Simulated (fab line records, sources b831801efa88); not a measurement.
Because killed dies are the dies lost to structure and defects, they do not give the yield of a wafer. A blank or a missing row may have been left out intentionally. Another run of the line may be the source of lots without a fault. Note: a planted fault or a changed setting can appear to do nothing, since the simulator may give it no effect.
Which tool is to blame? :: flow sky130 :: 12 lots, 36 wafers sampled, at 3 steps of a route of 708

== WHAT EACH GAUGE READ, for each wafer ==
SKY_VIA3_RS_MEAS_22: uses a four-point probe to measure. Usual: VIA3_W_RS 0.2939 ohm/sq, standard deviation 0.0028.
lot: L596
measured: day 39 11:40
on: filmMetro-01
VIA3_W_RS (ohm/sq): 0.2884 0.2875 0.2965
flag: 

lot: L598
measured: day 40 03:26
on: filmMetro-03
VIA3_W_RS (ohm/sq): 0.2940 0.2990 0.2995
flag: 

lot: L599
measured: day 40 12:14
on: filmMetro-02
VIA3_W_RS (ohm/sq): 0.2917 0.2933 0.2943
flag: 

lot: L600
measured: day 41 03:38
on: filmMetro-02
VIA3_W_RS (ohm/sq): 0.2971 0.2971 0.2943
flag: 

lot: L601
measured: day 41 18:19
on: filmMetro-01
VIA3_W_RS (ohm/sq): 0.2898 0.2932 0.2912
flag: 

lot: L610
measured: day 44 02:12
on: filmMetro-01
VIA3_W_RS (ohm/sq): 0.2939 0.2947 0.2975
flag: 

lot: L609
measured: day 44 01:30
on: filmMetro-01
VIA3_W_RS (ohm/sq): 0.2950 0.2924 0.2935
flag: 

lot: L612
measured: day 44 13:46
on: filmMetro-03
VIA3_W_RS (ohm/sq): 0.2964 0.2968 0.3011
flag: 

lot: L613
measured: day 44 14:18
on: filmMetro-01
VIA3_W_RS (ohm/sq): 0.2933 0.2971 0.2929
flag: 

lot: L616
measured: day 45 08:47
on: filmMetro-01
VIA3_W_RS (ohm/sq): 0.2900 0.2930 0.2949
flag: 

lot: L617
measured: day 45 09:53
on: filmMetro-01
VIA3_W_RS (ohm/sq): 0.2971 0.2987 0.2999
flag: 

lot: L619
measured: day 46 06:54
on: filmMetro-01
VIA3_W_RS (ohm/sq): 0.2899 0.2917 0.2909
flag: 

== TOOL THAT RAN EACH LOT (tool first, then ch and the chambers of the sampled wafers, then the start) ==
lot: L596
SKY_VIA2_CMP_02: cmp-01 ch 1,2, day 34 22:52
SKY_VIA3_SPUTTER_20: pvdSputter-02, day 39 11:28

lot: L598
SKY_VIA2_CMP_02: cmp-01 ch 0,1,3, day 35 16:38
SKY_VIA3_SPUTTER_20: pvdSputter-04, day 40 03:14

lot: L599
SKY_VIA2_CMP_02: cmp-02 ch 0,1,2, day 35 23:26
SKY_VIA3_SPUTTER_20: pvdSputter-04, day 40 12:01

lot: L600
SKY_VIA2_CMP_02: cmp-01 ch 2,3, day 36 17:42
SKY_VIA3_SPUTTER_20: pvdSputter-03, day 41 03:25

lot: L601
SKY_VIA2_CMP_02: cmp-02 ch 0,2,3, day 37 07:25
SKY_VIA3_SPUTTER_20: pvdSputter-04, day 41 18:07

lot: L610
SKY_VIA2_CMP_02: cmp-01 ch 0,1,2, day 39 21:47
SKY_VIA3_SPUTTER_20: pvdSputter-04, day 44 01:58

lot: L609
SKY_VIA2_CMP_02: cmp-02 ch 1,2,3, day 39 22:04
SKY_VIA3_SPUTTER_20: pvdSputter-04, day 44 01:19

lot: L612
SKY_VIA2_CMP_02: cmp-01 ch 0,1,3, day 40 11:19
SKY_VIA3_SPUTTER_20: pvdSputter-03, day 44 13:32

lot: L613
SKY_VIA2_CMP_02: cmp-01 ch 2,3, day 40 12:08
SKY_VIA3_SPUTTER_20: pvdSputter-04, day 44 14:07

lot: L616
SKY_VIA2_CMP_02: cmp-01 ch 0,3, day 41 07:28
SKY_VIA3_SPUTTER_20: pvdSputter-02, day 45 08:34

lot: L617
SKY_VIA2_CMP_02: cmp-01 ch 0,1,2, day 41 11:02
SKY_VIA3_SPUTTER_20: pvdSputter-03, day 45 09:41

lot: L619
SKY_VIA2_CMP_02: cmp-01 ch 0,2,3, day 42 07:35
SKY_VIA3_SPUTTER_20: pvdSputter-03, day 46 06:43
- SKY_VIA2_CMP_02: polishes SiO2.
- SKY_VIA3_SPUTTER_20: material TiN, target thk 20 nm, time 80 s.

== AS READ BY THE TOOLS THEMSELVES (means over the sampled wafers that have a number; for cases with no such wafer, the mark the record gives instead) ==
SKY_VIA2_CMP_02. Usual: headPressurePsi 4.000 psi, standard deviation 0.0085; motorCurrentA 12.5 A, standard deviation 1.4.
lot: L596
tool: cmp-01
headPressurePsi (psi): 3.998
motorCurrentA (A): 12.4
flag: 

lot: L598
tool: cmp-01
headPressurePsi (psi): 4.001
motorCurrentA (A): 12.6
flag: 

lot: L599
tool: cmp-02
headPressurePsi (psi): 3.995
motorCurrentA (A): 12.6
flag: 

lot: L600
tool: cmp-01
headPressurePsi (psi): 4.002
motorCurrentA (A): 13.7
flag: 

lot: L601
tool: cmp-02
headPressurePsi (psi): 3.990
motorCurrentA (A): 12.5
flag: 

lot: L610
tool: cmp-01
headPressurePsi (psi): 4.001
motorCurrentA (A): 12.2
flag: 

lot: L609
tool: cmp-02
headPressurePsi (psi): 4.002
motorCurrentA (A): 11.6
flag: 

lot: L612
tool: cmp-01
headPressurePsi (psi): 3.994
motorCurrentA (A): 12.4
flag: 

lot: L613
tool: cmp-01
headPressurePsi (psi): 3.997
motorCurrentA (A): 13.3
flag: 

lot: L616
tool: cmp-01
headPressurePsi (psi): 3.999
motorCurrentA (A): 13.8
flag: 

lot: L617
tool: cmp-01
headPressurePsi (psi): 3.998
motorCurrentA (A): 12.0
flag: 

lot: L619
tool: cmp-01
headPressurePsi (psi): 3.998
motorCurrentA (A): 13.5
flag: 

SKY_VIA3_SPUTTER_20. Usual: throttleValvePct at 29.9 %, with a standard deviation of 0.78.
lot: L596
tool: pvdSputter-02
throttleValvePct (%): 30.2
flag: 

lot: L598
tool: pvdSputter-04
throttleValvePct (%): 29.8
flag: 

lot: L599
tool: pvdSputter-04
throttleValvePct (%): 29.9
flag: 

lot: L600
tool: pvdSputter-03
throttleValvePct (%): 30.1
flag: 

lot: L601
tool: pvdSputter-04
throttleValvePct (%): 30.0
flag: 

lot: L610
tool: pvdSputter-04
throttleValvePct (%): 30.0
flag: 

lot: L609
tool: pvdSputter-04
throttleValvePct (%): 29.6
flag: 

lot: L612
tool: pvdSputter-03
throttleValvePct (%): 28.8
flag: 

lot: L613
tool: pvdSputter-04
throttleValvePct (%): 29.9
flag: 

lot: L616
tool: pvdSputter-02
throttleValvePct (%): 30.1
flag: 

lot: L617
tool: pvdSputter-03
throttleValvePct (%): 30.2
flag: 

lot: L619
tool: pvdSputter-03
throttleValvePct (%): 29.5
flag: 

== THE ANSWER, worked out from the rows above alone ==
Rule: a lot counts as off when the mean over its wafers that have a number is more than 3 standard deviations away from the usual mean. A lot without any number at a reading at which 4 lots or more have one is off too. The other lots that the step has rows for count as sound. First the gauges in route order, then the tools' own readings, where a lot's mean is used as printed above. At the first step where some lot is off, the reading lying furthest off is the one used; lots without a number count as furthest.
No lot is off on any of the readings shown, so nothing can be concluded from this.

== WHAT THE SIMULATOR PUT IN ==
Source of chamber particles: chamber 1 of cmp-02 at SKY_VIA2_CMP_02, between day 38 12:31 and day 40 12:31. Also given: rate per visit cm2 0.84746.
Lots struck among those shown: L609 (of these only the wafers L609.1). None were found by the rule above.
